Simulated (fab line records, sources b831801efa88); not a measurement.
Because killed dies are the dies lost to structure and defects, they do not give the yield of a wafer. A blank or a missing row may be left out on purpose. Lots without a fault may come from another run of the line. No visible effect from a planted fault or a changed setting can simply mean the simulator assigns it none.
Which of the tools did it? -- flow sky130 -- Sampling: 11 lots, 32 wafers, 3 of 708 route steps

WHAT EACH GAUGE READ, for each wafer
SKY_PASSIVATION_THK_MEAS_03.
lot,measured,on,PASSIVATION_CVD_02_THK (nm)
L414,day 43 13:50,film_metro-03,541 549 545
L421,day 45 20:56,film_metro-01,535 710
L427,day 47 07:17,film_metro-02,537 542 548
L426,day 47 08:25,film_metro-02,549 537 532
L429,day 47 20:08,film_metro-02,534 545 543
L430,day 48 00:47,film_metro-01,537 544 538
L431,day 48 07:21,film_metro-01,544 545 544
L432,day 48 08:11,film_metro-02,545 536 542
L433,day 48 20:08,film_metro-01,545 542 557
L434,day 49 02:59,film_metro-02,530 537 535
L437,day 49 11:44,film_metro-03,537 536 541

TOOL THAT RAN EACH LOT (tool first, then ch and the chambers of the sampled wafers, then the start)
lot,SKY_VIA4_SPUTTER_17,SKY_PASSIVATION_CVD_02
L414,"pvd_sputter-02, day 42 12:38","pecvd-01 ch 0, day 43 13:25"
L421,"pvd_sputter-04, day 44 22:07","pecvd-01 ch 2, day 45 20:41"
L427,"pvd_sputter-01, day 46 08:55","pecvd-03 ch 0,2, day 47 07:03"
L426,"pvd_sputter-04, day 46 10:43","pecvd-02 ch 0,1,2, day 47 08:16"
L429,"pvd_sputter-01, day 46 21:50","pecvd-03 ch 0,1,2, day 47 19:53"
L430,"pvd_sputter-01, day 47 02:35","pecvd-02 ch 0,2, day 48 00:33"
L431,"pvd_sputter-04, day 47 09:23","pecvd-02 ch 1,2, day 48 07:07"
L432,"pvd_sputter-01, day 47 10:08","pecvd-02 ch 0,1,2, day 48 07:58"
L433,"pvd_sputter-01, day 47 23:20","pecvd-02 ch 1,2, day 48 19:53"
L434,"pvd_sputter-04, day 48 06:02","pecvd-01 ch 0,1, day 49 02:44"
L437,"pvd_sputter-04, day 48 15:54","pecvd-01 ch 1,2, day 49 11:29"
- SKY_VIA4_SPUTTER_17: material TiN, target thk 20 nm, time 80 s.
- SKY_PASSIVATION_CVD_02: deposits Si3N4, target thk 540 nm.

THE ANSWER, worked out from the rows above alone
Rule: the usual values come from the lots themselves. The widest of any qualifying gaps counts: lots, ordered by their means at a reading, are off when they make up no more than a third of the lots, leave a main group of 4 or more, and stand apart from it by 3 or more times the standard deviation of that group's means. Not used: any main group whose means are identical at the precision the tables above print for the reading. Also off: a lot with no number at a reading for which 4 or more lots have one. Any other lot the step has rows for is counted as sound.
Off: L421, seen at SKY_PASSIVATION_THK_MEAS_03 (PASSIVATION_CVD_02_THK). Main group: mean 541 nm, sd 3.7.
A tool fits if, at a process step before that reading, it ran every lot that is off, and no sound lot after the first of them. The gauges at SKY_PASSIVATION_THK_MEAS_03 are tried like those tools. None of those tried fits.

WHAT HAD BEEN PUT IN BY THE SIMULATOR
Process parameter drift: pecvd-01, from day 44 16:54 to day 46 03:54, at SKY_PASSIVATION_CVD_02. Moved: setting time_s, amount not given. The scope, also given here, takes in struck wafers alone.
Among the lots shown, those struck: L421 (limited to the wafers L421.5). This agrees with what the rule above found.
